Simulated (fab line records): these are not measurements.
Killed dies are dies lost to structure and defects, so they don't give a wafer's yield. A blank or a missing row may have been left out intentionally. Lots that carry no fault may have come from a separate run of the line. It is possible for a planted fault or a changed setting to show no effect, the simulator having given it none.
A struck lot beside a sound one | flow sky130 | 15 out of 708 route steps
Sound: wafers L596.3, L596.5, L596.6. Struck: wafer L607.1 (L607.2, L607.5, from the same lot, were not struck and are left out); the cause is given at the end.
Each step with rows lists, per side, the tool, then ch with its chambers, then its first start. Under that, the readings that differ: sound wafers | struck wafers | difference of the means | sigmas: that difference in standard deviations of wafers without a fault.
alike: readings whose means differ by less than 2 such deviations, and words and numbers that are the same on both sides. not compared: withheld readings, readings that some wafer has no value for, bounds like >300 that may hide the same value, and numbers for which the record gives no deviation and whose values overlap.
Wherever a step has rows on one side only, a row that says differs or no value, or a row with sigmas, the two part there. When numbers do not overlap yet have no deviation, they are printed without sigmas and do not part them. A reading that every wafer of one side lacks parts them only if that side has two wafers or more.

SKY_LOCAL_INTERCONNECT_THK_MEAS_02: measures by xrf.
  sound on film-metro-03 at day 31 03:17; struck on film-metro-03 at day 35 01:17
  reading                         | sound          | struck | difference | sigmas
  LOCAL_INTERCONNECT_TIN_THK (nm) | 97.7 97.7 97.5 | 102.8  | +5.2       | +3
then, 8 steps without rows for these wafers: SKY_LOCAL_INTERCONNECT_DEHYDRATE_03 (time 60 s); SKY_LOCAL_INTERCONNECT_HMDS_04 (prime time 60 s); SKY_LOCAL_INTERCONNECT_COAT_05 (resist thk 60 nm); SKY_LOCAL_INTERCONNECT_COAT_06 (resist thk 450 nm); SKY_LOCAL_INTERCONNECT_SOFTBAKE_07 (time 90 s); SKY_LOCAL_INTERCONNECT_EXPOSE_08 (exposes mask LI1M, target cd 170 nm); SKY_LOCAL_INTERCONNECT_PEB_09; SKY_LOCAL_INTERCONNECT_DEVELOP_10 (develop time 60 s).
SKY_LOCAL_INTERCONNECT_CD_MEAS_11: target cd 170 nm.
  sound on cd-sem-02 at day 32 05:59; struck on cd-sem-02 at day 36 03:02
  alike: cd-nm
SKY_LOCAL_INTERCONNECT_OVL_MEAS_12:
  sound on overlay-01 at day 32 06:04; struck on overlay-02 at day 36 03:10
  alike: LOCAL_INTERCONNECT_OVL
SKY_LOCAL_INTERCONNECT_ETCH_13: etches BARC in N2/H2, stops on SiO2, time 45.9 s, target depth 60 nm.
  sound on rie-metal-03 ch 0,1, day 32 06:07; struck on rie-metal-03 ch 0, day 36 03:12
  reading                | sound             | struck | difference                   | sigmas
  oes-product-au (a.u.)  | 0.857 0.853 0.858 | 0.844  | -0.012                       | -3
  rf-hours-counter-h (h) | - - -             | 0      | no value on the sound wafers |
  alike: drypump-motor-current-A, run-length-s, throttle-valve-pct
SKY_LOCAL_INTERCONNECT_METAL_ETCH_14: etches TiN in Cl2/BCl3, stops on PSG, target depth 110 nm, time 31.4 s.
  sound on rie-metal-03 ch 0,1, day 32 06:11; struck on rie-metal-03 ch 0, day 36 03:16
  reading                                                   | sound                | struck | difference                   | sigmas
  mfc-cl2-sccm (sccm)                                       | 60.06 60.30 60.05    | 59.58  | -0.56                        | -3
  oes-product-au (a.u.)                                     | 0.931 0.930 0.926    | 0.999  | +0.070                       | +7
  rf-hours-counter-h (h)                                    | - - -                | 0      | no value on the sound wafers |
  run-length-s (s)                                          | 59.3 59.6 59.5       | 55.6   | -3.9                         | -10
  throttle-valve-pct (%)                                    | 21.891 21.920 21.902 | 21.851 | -0.053                       | -5
  model.KrF-thick_of_LOCAL_INTERCONNECT_COAT_06.thk-nm (nm) | 345.7 348.5 345.9    | 353.2  | +6.5                         |
  alike: drypump-motor-current-A
SKY_LOCAL_INTERCONNECT_STRIP_15: strips in O2/N2.
  sound on plasma-asher-03 ch 0,1, day 32 06:14; struck on plasma-asher-03 ch 0, day 36 03:19
  reading                      | sound             | struck | difference                   | sigmas
  rf-hours-counter-h (h)       | - - -             | 70     | no value on the sound wafers |
  strip-time-to-endpoint-s (s) | 4.700 4.725 4.689 | 4.771  | +0.066                       | +3
  alike: drypump-motor-current-A, oes-product-au
-- here the record skips 14 days between the struck wafers' starts before and after, leaving off in module LOCAL_INTERCONNECT and picking up in module PAD_OPEN (first step shown: number 708 of the route) --
SKY_PAD_OPEN_PROBE_99:
  sound on prober-01 at day 47 09:19; struck on prober-02 at day 49 23:22
  reading            | sound     | struck                   | difference                   | sigmas
  hold               | - - -     | await-dispo/5.8h/release | no value on the sound wafers |
  killed-at-contacts | 27 30 30  | 421                      | +392                         | +78
  killed-dies        | 100 93 87 | 481                      | +388                         | +40
  alike: killed_at_M0_to_M3, killed_at_M4_up, killed-at-front-end, killed-at-other, killed-open, killed-short

## WHERE THEY PART
Last at SKY_PAD_OPEN_PROBE_99 as far as this record goes, first at SKY_LOCAL_INTERCONNECT_THK_MEAS_02.

WHY: what the simulator had put in
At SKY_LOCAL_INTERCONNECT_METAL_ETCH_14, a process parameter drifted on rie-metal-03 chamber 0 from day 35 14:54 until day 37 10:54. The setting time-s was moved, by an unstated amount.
